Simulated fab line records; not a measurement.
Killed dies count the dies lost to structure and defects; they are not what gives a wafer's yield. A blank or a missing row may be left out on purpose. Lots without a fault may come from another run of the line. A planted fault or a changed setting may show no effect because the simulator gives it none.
Which tool is to blame? :: flow sfqLine :: 45 wafers from 15 lots sampled at 5 of the route's 325 steps

WHAT THE GAUGES READ, wafer by wafer
The record lacks any reading of a measuring or inspecting step that a usual standard deviation could be used to judge.

WHAT TOOL EACH LOT RAN ON (gives the tool, then ch and the chambers of the sampled wafers, and finally the start)
lot: L272
SFQ_TRILAYER_I4_DEP_PECVD_099: pecvd-01 ch 0,1,2, day 40 19:23
SFQ_TRILAYER_A5C_DEP_PECVD_142: pecvd-01 ch 1,2, day 62 08:51
SFQ_TRILAYER_C5_ETCH_VIA_ETCH_154: rieDiel-02 ch 1,2,3, day 72 15:38
SFQ_TRILAYER_M6_ETCH_METAL_ETCH_162: rieMetal-03 ch 0,1, day 77 09:47
SFQ_TRILAYER_M7_STRIP_STRIP_181: rieMetal-04 ch 0,1, day 82 00:25

lot: L273
SFQ_TRILAYER_I4_DEP_PECVD_099: pecvd-02 ch 1,2, day 42 07:31
SFQ_TRILAYER_A5C_DEP_PECVD_142: pecvd-04 ch 0,2, day 62 10:03
SFQ_TRILAYER_C5_ETCH_VIA_ETCH_154: rieDiel-01 ch 0,1,2, day 72 20:26
SFQ_TRILAYER_M6_ETCH_METAL_ETCH_162: rieMetal-03 ch 0,1, day 77 12:13
SFQ_TRILAYER_M7_STRIP_STRIP_181: rieMetal-04 ch 0,1, day 82 03:01

lot: L275
SFQ_TRILAYER_I4_DEP_PECVD_099: pecvd-01 ch 0,1,2, day 44 07:20
SFQ_TRILAYER_A5C_DEP_PECVD_142: pecvd-02 ch 0,1,2, day 62 20:39
SFQ_TRILAYER_C5_ETCH_VIA_ETCH_154: rieDiel-02 ch 1,2,3, day 72 22:50
SFQ_TRILAYER_M6_ETCH_METAL_ETCH_162: rieMetal-02 ch 0,1, day 77 15:47
SFQ_TRILAYER_M7_STRIP_STRIP_181: rieMetal-02 ch 0,1, day 82 07:37

lot: L276
SFQ_TRILAYER_I4_DEP_PECVD_099: pecvd-03 ch 1,2, day 44 07:46
SFQ_TRILAYER_A5C_DEP_PECVD_142: pecvd-01 ch 1,2, day 62 22:34
SFQ_TRILAYER_C5_ETCH_VIA_ETCH_154: rieDiel-03 ch 1,2,3, day 73 01:14
SFQ_TRILAYER_M6_ETCH_METAL_ETCH_162: rieMetal-02 ch 0,1, day 77 18:11
SFQ_TRILAYER_M7_STRIP_STRIP_181: rieMetal-04 ch 0,1, day 82 11:13

lot: L277
SFQ_TRILAYER_I4_DEP_PECVD_099: pecvd-01 ch 0,1,2, day 44 12:34
SFQ_TRILAYER_A5C_DEP_PECVD_142: pecvd-04 ch 0,1,2, day 63 02:11
SFQ_TRILAYER_C5_ETCH_VIA_ETCH_154: rieDiel-01 ch 1,2,3, day 73 03:38
SFQ_TRILAYER_M6_ETCH_METAL_ETCH_162: rieMetal-03 ch 0,1, day 77 21:47
SFQ_TRILAYER_M7_STRIP_STRIP_181: rieMetal-01 ch 0,1, day 82 13:37

lot: L278
SFQ_TRILAYER_I4_DEP_PECVD_099: pecvd-01 ch 0,1,2, day 44 16:57
SFQ_TRILAYER_A5C_DEP_PECVD_142: pecvd-02 ch 0,1,2, day 63 06:16
SFQ_TRILAYER_C5_ETCH_VIA_ETCH_154: rieDiel-03 ch 1,2, day 73 06:02
SFQ_TRILAYER_M6_ETCH_METAL_ETCH_162: rieMetal-02 ch 0,1, day 77 23:01
SFQ_TRILAYER_M7_STRIP_STRIP_181: rieMetal-01 ch 0,1, day 86 03:04

lot: L279
SFQ_TRILAYER_I4_DEP_PECVD_099: pecvd-02 ch 1,2, day 44 18:07
SFQ_TRILAYER_A5C_DEP_PECVD_142: pecvd-01 ch 0,2, day 63 08:41
SFQ_TRILAYER_C5_ETCH_VIA_ETCH_154: rieDiel-01 ch 1,2,3, day 73 09:38
SFQ_TRILAYER_M6_ETCH_METAL_ETCH_162: rieMetal-03 ch 0,1, day 78 02:37
SFQ_TRILAYER_M7_STRIP_STRIP_181: rieMetal-02 ch 0,1, day 86 06:40

lot: L280
SFQ_TRILAYER_I4_DEP_PECVD_099: pecvd-01 ch 0,1,2, day 44 20:04
SFQ_TRILAYER_A5C_DEP_PECVD_142: pecvd-04 ch 0,1, day 63 12:16
SFQ_TRILAYER_C5_ETCH_VIA_ETCH_154: rieDiel-03 ch 0,1,2, day 73 10:50
SFQ_TRILAYER_M6_ETCH_METAL_ETCH_162: rieMetal-03 ch 0,1, day 78 05:01
SFQ_TRILAYER_M7_STRIP_STRIP_181: rieMetal-01 ch 0,1, day 86 11:28

lot: L281
SFQ_TRILAYER_I4_DEP_PECVD_099: pecvd-02 ch 0,1,2, day 45 00:30
SFQ_TRILAYER_A5C_DEP_PECVD_142: pecvd-01 ch 0,1,2, day 63 17:18
SFQ_TRILAYER_C5_ETCH_VIA_ETCH_154: rieDiel-02 ch 1,2,3, day 73 12:02
SFQ_TRILAYER_M6_ETCH_METAL_ETCH_162: rieMetal-02 ch 0,1, day 78 06:11
SFQ_TRILAYER_M7_STRIP_STRIP_181: rieMetal-02 ch 0,1, day 86 13:40

lot: L282
SFQ_TRILAYER_I4_DEP_PECVD_099: pecvd-01 ch 0,1, day 45 02:53
SFQ_TRILAYER_A5C_DEP_PECVD_142: pecvd-04 ch 1,2, day 63 18:15
SFQ_TRILAYER_C5_ETCH_VIA_ETCH_154: rieDiel-01 ch 0,2, day 73 13:14
SFQ_TRILAYER_M6_ETCH_METAL_ETCH_162: rieMetal-03 ch 0,1, day 78 07:25
SFQ_TRILAYER_M7_STRIP_STRIP_181: rieMetal-04 ch 0,1, day 86 17:28

lot: L283
SFQ_TRILAYER_I4_DEP_PECVD_099: pecvd-02 ch 0,1,2, day 45 06:28
SFQ_TRILAYER_A5C_DEP_PECVD_142: pecvd-02 ch 1,2, day 63 20:39
SFQ_TRILAYER_C5_ETCH_VIA_ETCH_154: rieDiel-03 ch 0,1,3, day 73 15:38
SFQ_TRILAYER_M6_ETCH_METAL_ETCH_162: rieMetal-03 ch 0,1, day 78 09:47
SFQ_TRILAYER_M7_STRIP_STRIP_181: rieMetal-01 ch 0,1, day 86 20:56

lot: L284
SFQ_TRILAYER_I4_DEP_PECVD_099: pecvd-02 ch 1,2, day 46 11:32
SFQ_TRILAYER_A5C_DEP_PECVD_142: pecvd-01 ch 0,1,2, day 65 00:15
SFQ_TRILAYER_C5_ETCH_VIA_ETCH_154: rieDiel-03 ch 0,3, day 74 02:26
SFQ_TRILAYER_M6_ETCH_METAL_ETCH_162: rieMetal-02 ch 0,1, day 78 15:49
SFQ_TRILAYER_M7_STRIP_STRIP_181: rieMetal-02 ch 0,1, day 87 03:04

lot: L293
SFQ_TRILAYER_I4_DEP_PECVD_099: pecvd-01 ch 0,1,2, day 48 04:34
SFQ_TRILAYER_A5C_DEP_PECVD_142: pecvd-02 ch 0,1,2, day 66 13:52
SFQ_TRILAYER_C5_ETCH_VIA_ETCH_154: rieDiel-02 ch 0,3, day 76 01:25
SFQ_TRILAYER_M6_ETCH_METAL_ETCH_162: rieMetal-02 ch 0,1, day 80 16:39
SFQ_TRILAYER_M7_STRIP_STRIP_181: rieMetal-02 ch 0,1, day 88 19:48

lot: L294
SFQ_TRILAYER_I4_DEP_PECVD_099: pecvd-02 ch 1,2, day 48 09:22
SFQ_TRILAYER_A5C_DEP_PECVD_142: pecvd-01 ch 0,1, day 66 16:16
SFQ_TRILAYER_C5_ETCH_VIA_ETCH_154: rieDiel-01 ch 2,3, day 76 04:58
SFQ_TRILAYER_M6_ETCH_METAL_ETCH_162: rieMetal-02 ch 0,1, day 80 21:27
SFQ_TRILAYER_M7_STRIP_STRIP_181: rieMetal-01 ch 0,1, day 88 23:24

lot: L295
SFQ_TRILAYER_I4_DEP_PECVD_099: pecvd-01 ch 0,1, day 49 07:22
SFQ_TRILAYER_A5C_DEP_PECVD_142: pecvd-01 ch 1,2, day 67 00:40
SFQ_TRILAYER_C5_ETCH_VIA_ETCH_154: rieDiel-01 ch 0,2,3, day 76 16:58
SFQ_TRILAYER_M6_ETCH_METAL_ETCH_162: rieMetal-04 ch 0,1, day 81 00:18
SFQ_TRILAYER_M7_STRIP_STRIP_181: rieMetal-04 ch 0,1, day 89 00:36
- SFQ_TRILAYER_I4_DEP_PECVD_099: deposits SiO2 from SiH4/N2O, time 111.11 s, target thk 500 nm.
- SFQ_TRILAYER_A5C_DEP_PECVD_142: deposits SiO2 from SiH4/N2O, time 15.556 s, target thk 70 nm.
- SFQ_TRILAYER_C5_ETCH_VIA_ETCH_154: etches SiO2 in CHF3, stops on Nb, target depth 84 nm.
- SFQ_TRILAYER_M6_ETCH_METAL_ETCH_162: etches Nb in Cl2/Ar, stops on SiO2, target depth 240 nm, time 120 s.
- SFQ_TRILAYER_M7_STRIP_STRIP_181: strips in O2.

WHAT THE TOOLS THEMSELVES READ (means of the sampled wafers that have a number; where no wafer has one, the mark that the record gives instead)
SFQ_TRILAYER_I4_DEP_PECVD_099. Usual: heaterPowerOuterW 28 W, standard deviation 8.3; heaterPowerW 81 W, standard deviation 17; throttleValvePct 26.1 %, standard deviation 1.8.
lot: L272
tool: pecvd-01
heaterPowerOuterW (W): 26
heaterPowerW (W): 83
throttleValvePct (%): 25.3
flag: 

lot: L273
tool: pecvd-02
heaterPowerOuterW (W): 23
heaterPowerW (W): 64
throttleValvePct (%): 26.9
flag: 

lot: L275
tool: pecvd-01
heaterPowerOuterW (W): 29
heaterPowerW (W): 86
throttleValvePct (%): 25.6
flag: 

lot: L276
tool: pecvd-03
heaterPowerOuterW (W): 43
heaterPowerW (W): 109
throttleValvePct (%): 22.8
flag: 

lot: L277
tool: pecvd-01
heaterPowerOuterW (W): 28
heaterPowerW (W): 84
throttleValvePct (%): 25.6
flag: 

lot: L278
tool: pecvd-01
heaterPowerOuterW (W): 27
heaterPowerW (W): 83
throttleValvePct (%): 25.7
flag: 

lot: L279
tool: pecvd-02
heaterPowerOuterW (W): 29
heaterPowerW (W): 72
throttleValvePct (%): 28.0
flag: 

lot: L280
tool: pecvd-01
heaterPowerOuterW (W): 32
heaterPowerW (W): 91
throttleValvePct (%): 25.6
flag: 

lot: L281
tool: pecvd-02
heaterPowerOuterW (W): 22
heaterPowerW (W): 67
throttleValvePct (%): 27.6
flag: 

lot: L282
tool: pecvd-01
heaterPowerOuterW (W): 27
heaterPowerW (W): 81
throttleValvePct (%): 25.7
flag: 

lot: L283
tool: pecvd-02
heaterPowerOuterW (W): 25
heaterPowerW (W): 70
throttleValvePct (%): 27.5
flag: 

lot: L284
tool: pecvd-02
heaterPowerOuterW (W): 27
heaterPowerW (W): 69
throttleValvePct (%): 26.8
flag: 

lot: L293
tool: pecvd-01
heaterPowerOuterW (W): 34
heaterPowerW (W): 93
throttleValvePct (%): 25.8
flag: 

lot: L294
tool: pecvd-02
heaterPowerOuterW (W): 28
heaterPowerW (W): 70
throttleValvePct (%): 27.0
flag: 

lot: L295
tool: pecvd-01
heaterPowerOuterW (W): 25
heaterPowerW (W): 77
throttleValvePct (%): 26.0
flag: 

SFQ_TRILAYER_A5C_DEP_PECVD_142. Usual: heaterPowerOuterW 28 W, standard deviation 7.2; heaterPowerW 82 W, standard deviation 14; throttleValvePct 26.1 %, standard deviation 1.2.
lot: L272
tool: pecvd-01
heaterPowerOuterW (W): 31
heaterPowerW (W): 93
throttleValvePct (%): 27.1
flag: 

lot: L273
tool: pecvd-04
heaterPowerOuterW (W): 37
heaterPowerW (W): 93
throttleValvePct (%): 25.1
flag: 

lot: L275
tool: pecvd-02
heaterPowerOuterW (W): 22
heaterPowerW (W): 67
throttleValvePct (%): 24.5
flag: 

lot: L276
tool: pecvd-01
heaterPowerOuterW (W): 27
heaterPowerW (W): 89
throttleValvePct (%): 26.8
flag: 

lot: L277
tool: pecvd-04
heaterPowerOuterW (W): 31
heaterPowerW (W): 81
throttleValvePct (%): 25.4
flag: 

lot: L278
tool: pecvd-02
heaterPowerOuterW (W): 25
heaterPowerW (W): 71
throttleValvePct (%): 24.3
flag: 

lot: L279
tool: pecvd-01
heaterPowerOuterW (W): 38
heaterPowerW (W): 102
throttleValvePct (%): 26.4
flag: 

lot: L280
tool: pecvd-04
heaterPowerOuterW (W): 35
heaterPowerW (W): 91
throttleValvePct (%): 25.2
flag: 

lot: L281
tool: pecvd-01
heaterPowerOuterW (W): 29
heaterPowerW (W): 86
throttleValvePct (%): 26.8
flag: 

lot: L282
tool: pecvd-04
heaterPowerOuterW (W): 30
heaterPowerW (W): 74
throttleValvePct (%): 25.7
flag: 

lot: L283
tool: pecvd-02
heaterPowerOuterW (W): 22
heaterPowerW (W): 64
throttleValvePct (%): 24.0
flag: 

lot: L284
tool: pecvd-01
heaterPowerOuterW (W): 32
heaterPowerW (W): 90
throttleValvePct (%): 26.9
flag: 

lot: L293
tool: pecvd-02
heaterPowerOuterW (W): 24
heaterPowerW (W): 70
throttleValvePct (%): 24.5
flag: 

lot: L294
tool: pecvd-01
heaterPowerOuterW (W): 25
heaterPowerW (W): 78
throttleValvePct (%): 27.4
flag: 

lot: L295
tool: pecvd-01
heaterPowerOuterW (W): 23
heaterPowerW (W): 80
throttleValvePct (%): 27.5
flag: 

SFQ_TRILAYER_C5_ETCH_VIA_ETCH_154. Usual: drypumpMotorCurrentA 6.0 A, standard deviation 0.57; oesProductAu 0.895 a.u., standard deviation 0.0086.
lot: L272
tool: rieDiel-02
drypumpMotorCurrentA (A): 6.0
oesProductAu (a.u.): 0.901
flag: 

lot: L273
tool: rieDiel-01
drypumpMotorCurrentA (A): 5.9
oesProductAu (a.u.): 0.906
flag: 

lot: L275
tool: rieDiel-02
drypumpMotorCurrentA (A): 6.0
oesProductAu (a.u.): 0.886
flag: 

lot: L276
tool: rieDiel-03
drypumpMotorCurrentA (A): 6.0
oesProductAu (a.u.): 0.898
flag: 

lot: L277
tool: rieDiel-01
drypumpMotorCurrentA (A): 6.0
oesProductAu (a.u.): 0.892
flag: 

lot: L278
tool: rieDiel-03
drypumpMotorCurrentA (A): 5.7
oesProductAu (a.u.): 0.902
flag: 

lot: L279
tool: rieDiel-01
drypumpMotorCurrentA (A): 6.0
oesProductAu (a.u.): 0.894
flag: 

lot: L280
tool: rieDiel-03
drypumpMotorCurrentA (A): 6.0
oesProductAu (a.u.): 0.901
flag: 

lot: L281
tool: rieDiel-02
drypumpMotorCurrentA (A): 6.0
oesProductAu (a.u.): 0.999
flag: OFF

lot: L282
tool: rieDiel-01
drypumpMotorCurrentA (A): 5.3
oesProductAu (a.u.): 1.002
flag: OFF

lot: L283
tool: rieDiel-03
drypumpMotorCurrentA (A): 6.3
oesProductAu (a.u.): 0.886
flag: 

lot: L284
tool: rieDiel-03
drypumpMotorCurrentA (A): 6.5
oesProductAu (a.u.): 0.993
flag: OFF

lot: L293
tool: rieDiel-02
drypumpMotorCurrentA (A): 5.2
oesProductAu (a.u.): 0.902
flag: 

lot: L294
tool: rieDiel-01
drypumpMotorCurrentA (A): 5.5
oesProductAu (a.u.): 0.890
flag: 

lot: L295
tool: rieDiel-01
drypumpMotorCurrentA (A): 5.8
oesProductAu (a.u.): 0.885
flag: 

SFQ_TRILAYER_M6_ETCH_METAL_ETCH_162. Usual: drypumpMotorCurrentA 5.3 A, standard deviation 0.31; oesProductAu 0.893 a.u., standard deviation 0.007.
lot: L272
tool: rieMetal-03
drypumpMotorCurrentA (A): 5.3
oesProductAu (a.u.): 0.893
flag: 

lot: L273
tool: rieMetal-03
drypumpMotorCurrentA (A): 5.4
oesProductAu (a.u.): 0.896
flag: 

lot: L275
tool: rieMetal-02
drypumpMotorCurrentA (A): 5.3
oesProductAu (a.u.): 0.889
flag: 

lot: L276
tool: rieMetal-02
drypumpMotorCurrentA (A): 5.4
oesProductAu (a.u.): 0.893
flag: 

lot: L277
tool: rieMetal-03
drypumpMotorCurrentA (A): 5.3
oesProductAu (a.u.): 0.889
flag: 

lot: L278
tool: rieMetal-02
drypumpMotorCurrentA (A): 5.4
oesProductAu (a.u.): 0.904
flag: 

lot: L279
tool: rieMetal-03
drypumpMotorCurrentA (A): 5.4
oesProductAu (a.u.): 0.888
flag: 

lot: L280
tool: rieMetal-03
drypumpMotorCurrentA (A): 5.3
oesProductAu (a.u.): 0.902
flag: 

lot: L281
tool: rieMetal-02
drypumpMotorCurrentA (A): 5.3
oesProductAu (a.u.): 0.889
flag: 

lot: L282
tool: rieMetal-03
drypumpMotorCurrentA (A): 5.4
oesProductAu (a.u.): 0.891
flag: 

lot: L283
tool: rieMetal-03
drypumpMotorCurrentA (A): 5.4
oesProductAu (a.u.): 0.902
flag: 

lot: L284
tool: rieMetal-02
drypumpMotorCurrentA (A): 5.0
oesProductAu (a.u.): 0.888
flag: 

lot: L293
tool: rieMetal-02
drypumpMotorCurrentA (A): 5.0
oesProductAu (a.u.): 0.894
flag: 

lot: L294
tool: rieMetal-02
drypumpMotorCurrentA (A): 5.4
oesProductAu (a.u.): 0.893
flag: 

lot: L295
tool: rieMetal-04
drypumpMotorCurrentA (A): 5.2
oesProductAu (a.u.): 0.892
flag: 

SFQ_TRILAYER_M7_STRIP_STRIP_181. Usual: drypumpMotorCurrentA 5.3 A, standard deviation 0.37; oesProductAu 0.997 a.u., standard deviation 0.012.
lot: L272
tool: rieMetal-04
drypumpMotorCurrentA (A): 5.2
oesProductAu (a.u.): 0.992
flag: 

lot: L273
tool: rieMetal-04
drypumpMotorCurrentA (A): 5.2
oesProductAu (a.u.): 0.997
flag: 

lot: L275
tool: rieMetal-02
drypumpMotorCurrentA (A): 5.0
oesProductAu (a.u.): 1.010
flag: 

lot: L276
tool: rieMetal-04
drypumpMotorCurrentA (A): 5.1
oesProductAu (a.u.): 0.996
flag: 

lot: L277
tool: rieMetal-01
drypumpMotorCurrentA (A): 5.5
oesProductAu (a.u.): 0.993
flag: 

lot: L278
tool: rieMetal-01
drypumpMotorCurrentA (A): 5.5
oesProductAu (a.u.): 1.000
flag: 

lot: L279
tool: rieMetal-02
drypumpMotorCurrentA (A): 5.0
oesProductAu (a.u.): 1.009
flag: 

lot: L280
tool: rieMetal-01
drypumpMotorCurrentA (A): 5.7
oesProductAu (a.u.): 0.986
flag: 

lot: L281
tool: rieMetal-02
drypumpMotorCurrentA (A): 5.4
oesProductAu (a.u.): 1.005
flag: 

lot: L282
tool: rieMetal-04
drypumpMotorCurrentA (A): 5.2
oesProductAu (a.u.): 0.995
flag: 

lot: L283
tool: rieMetal-01
drypumpMotorCurrentA (A): 5.6
oesProductAu (a.u.): 1.001
flag: 

lot: L284
tool: rieMetal-02
drypumpMotorCurrentA (A): 5.0
oesProductAu (a.u.): 1.013
flag: 

lot: L293
tool: rieMetal-02
drypumpMotorCurrentA (A): 5.3
oesProductAu (a.u.): 1.005
flag: 

lot: L294
tool: rieMetal-01
drypumpMotorCurrentA (A): 5.7
oesProductAu (a.u.): 0.983
flag: 

lot: L295
tool: rieMetal-04
drypumpMotorCurrentA (A): 5.2
oesProductAu (a.u.): 0.989
flag: 

THE ANSWER, worked out from the rows above alone
Rule: a lot is off if the mean of its wafers that have a number lies more than 3 standard deviations from the usual mean. Also off: a lot with no number at a reading for which 4 or more lots have one. The other lots that the step has rows for count as sound. Order of review: gauges by route order, followed by the tools' own readings, for which a lot's mean as printed above is used. At the first step where some lot is off, the reading lying furthest off is the one used; lots without a number count as furthest.
Off, at SFQ_TRILAYER_C5_ETCH_VIA_ETCH_154 on oesProductAu: L281, L282, L284.
A tool fits if, at that step or a process step before it, it ran every lot that is off, and no sound lot after the first of them. None of those tried fits.

WHAT THE SIMULATOR PUT IN
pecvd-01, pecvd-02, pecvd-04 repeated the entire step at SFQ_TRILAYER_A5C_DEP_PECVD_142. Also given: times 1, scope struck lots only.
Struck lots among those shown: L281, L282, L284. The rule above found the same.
